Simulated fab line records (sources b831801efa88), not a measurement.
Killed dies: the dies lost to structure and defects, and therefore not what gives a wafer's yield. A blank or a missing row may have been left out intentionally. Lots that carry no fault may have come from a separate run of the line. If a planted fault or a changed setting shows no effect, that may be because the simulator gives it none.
Struck lot and sound lot, side by side / flow sky130 / 43 steps out of a route of 708
Sound: these wafers, L723.1, L723.4, L723.5. Struck: wafer L740.6 (L740.2, L740.4, from the same lot, were not struck and are left out); the cause is given at the end.
Per side, at each step with rows, come the tool, then ch with its chambers, and then its first start. Under that, the readings that differ: sound wafers / struck wafers / difference of the means / sigmas: that difference in standard deviations of wafers without a fault.
alike: same words and numbers on both sides, and readings whose means sit less than 2 such deviations apart. not compared: any withheld reading, any reading some wafer has no value for, any bound like >300 that may hide the same value, and any number with overlapping values for which the record gives no deviation.
A row with sigmas, a row that says differs or no value, or rows on one side alone: a step with any of these is where the two part. Non-overlapping numbers with no deviation appear without sigmas and do not part them. A reading missing from all wafers of one side parts the sides only when that side holds two or more wafers.

first, 3 steps without rows for these wafers: SKY_VIA3_CLEAN_18 (cleans in IPA, time 180 s); SKY_VIA3_CLEAN_19 (cleans in O3/DIW); SKY_VIA3_SPUTTER_20 (material TiN, target thk 20 nm, time 80 s).
SKY_VIA3_CVD_21: deposits W, target thk 390 nm, time 117.31 s.
  sound on cvdW-02 ch 0,1, day 39 13:42; struck on cvdW-01 ch 0, day 44 14:57
  alike: heaterPowerW
SKY_VIA3_RS_MEAS_22: measurement is done with a four-point probe.
  struck on filmMetro-02, day 44 15:05; sound on filmMetro-02, day 39 13:49
  alike: VIA3_W_RS
SKY_VIA3_THK_MEAS_23: measures by xrf.
  struck on filmMetro-02, day 44 15:12; sound on filmMetro-02, day 39 13:56
  alike: VIA3_W_THK
SKY_VIA3_CMP_24: polishes, stops on SiO2, t overpolish 20 s, target thk 0 nm.
  sound on cmp-02 ch 0,2, day 39 14:00; struck on cmp-02 ch 1, day 44 15:15
reading=timeToEndpointS (s); sound=104 99 107; struck=95; difference=-8; sigmas=-2
  alike: motorCurrentA, overpolishRunS
then, 2 steps without rows for these wafers: SKY_METAL4_SPUTTER_00 (material Ti, target thk 15 nm, time 10 s); SKY_METAL4_SPUTTER_01 (material TiN, target thk 20 nm, time 16.7 s).
SKY_METAL4_SPUTTER_02: material AlCu, target thk 735 nm, time 39.1 s.
  struck on pvdSputter-04, day 44 15:36; sound on pvdSputter-04, day 39 14:21
  alike: chamberPressurePa, throttleValvePct
then, 1 step without rows for these wafers: SKY_METAL4_SPUTTER_03 (material Ti, target thk 5 nm, time 3.3 s).
SKY_METAL4_SPUTTER_04: material TiN, target thk 70 nm, time 58.3 s.
  struck on pvdSputter-04, day 44 15:40; sound on pvdSputter-04, day 39 14:24
  alike: chamberPressurePa, throttleValvePct
SKY_CAP2M_CVD_00: deposits SiO2, target thk 15.5 nm.
  sound on pecvd-01 ch 0,2, day 39 14:27; struck on pecvd-02 ch 0, day 44 15:43
  alike: heaterPowerW
SKY_CAP2M_THK_MEAS_01:
  struck on filmMetro-04, day 44 15:44; sound on filmMetro-04, day 39 14:28
reading=CAP2M_CVD_00_THK (nm); sound=15.28 15.64 15.88; struck=16.03; difference=+0.43; sigmas=+2
then, 1 step without rows for these wafers: SKY_CAP2M_SPUTTER_02 (material TiN, target thk 200 nm, time 166.7 s).
SKY_CAP2M_RS_MEAS_03: measurement is done with a four-point probe.
  struck on filmMetro-03, day 44 15:55; sound on filmMetro-02, day 39 14:38
  alike: CAP2M_TIN_RS
SKY_CAP2M_THK_MEAS_04: measures by xrf.
  struck on filmMetro-03, day 44 16:02; sound on filmMetro-02, day 39 14:46
  alike: CAP2M_TIN_THK
then, 7 steps without rows for these wafers: SKY_CAP2M_DEHYDRATE_05 (time 60 s); SKY_CAP2M_HMDS_06 (prime time 60 s); SKY_CAP2M_COAT_07 (resist thk 1140 nm); SKY_CAP2M_SOFTBAKE_08 (time 60 s); SKY_CAP2M_EXPOSE_09 (exposes mask CAP2M, target cd 1000 nm); SKY_CAP2M_PEB_10; SKY_CAP2M_DEVELOP_11 (develop time 60 s).
SKY_CAP2M_OVL_MEAS_12:
  struck on overlay-01, day 45 12:56; sound on overlay-02, day 40 15:20
  alike: CAP2M_OVL
then, 1 step without rows for these wafers: SKY_CAP2M_METAL_ETCH_13 (etches TiN in Cl2/BCl3, stops on SiO2, target depth 220 nm, time 61.56 s).
SKY_CAP2M_STRIP_14: strips in O2/N2.
  sound on plasmaAsher-03 ch 0,1, day 40 15:32; struck on plasmaAsher-04 ch 0, day 45 13:02
reading=drypumpMotorCurrentA (A); sound=6.4 6.4 6.4; struck=5.4; difference=-1.0; sigmas=-2
  alike: n2FlowSccm, oesProductAu, stripTimeToEndpointS
  not compared: rfHoursCounterH
then, 11 steps without rows for these wafers: SKY_CAP2M_STRIP_15 (strips in post etch residue remover, time 1200 s); SKY_CAP2M_CLEAN_16 (cleans in IPA, time 180 s); SKY_CAP2M_CLEAN_17 (cleans in O3/DIW); SKY_METAL4_DEHYDRATE_05 (time 60 s); SKY_METAL4_HMDS_06 (prime time 60 s); SKY_METAL4_COAT_07 (resist thk 60 nm); SKY_METAL4_COAT_08 (resist thk 1140 nm); SKY_METAL4_SOFTBAKE_09 (time 90 s); SKY_METAL4_EXPOSE_10 (exposes mask MM4, target cd 300 nm); SKY_METAL4_PEB_11; SKY_METAL4_DEVELOP_12 (develop time 60 s).
SKY_METAL4_CD_MEAS_13 targets a cd of 300 nm.
  struck on cdSem-02, day 46 10:27; sound on cdSem-02, day 41 15:56
  alike: cdNm
SKY_METAL4_OVL_MEAS_14:
  struck on overlay-02, day 46 10:34; sound on overlay-02, day 41 16:04
  alike: METAL4_OVL
then, 2 steps without rows for these wafers: SKY_METAL4_DESCUM_15 (chemistry O2, time 8 s); SKY_METAL4_ETCH_16 (etches BARC in N2/H2, stops on SiO2, time 88.2 s, target depth 60 nm).
-- the record jumps here: 3 days lie between the struck wafers' starts before and after (it left off in module METAL4 and takes up again in module PAD_OPEN, whose first step shown is number 708 of the route) --
SKY_PAD_OPEN_PROBE_99:
  rows exist in the record for the struck wafers here (prober-01, day 49 20:57), but not for the sound ones

## WHERE THEY PART
Last at SKY_PAD_OPEN_PROBE_99 as far as this record goes, first at SKY_VIA3_CMP_24.

WHY: the cause the simulator had injected
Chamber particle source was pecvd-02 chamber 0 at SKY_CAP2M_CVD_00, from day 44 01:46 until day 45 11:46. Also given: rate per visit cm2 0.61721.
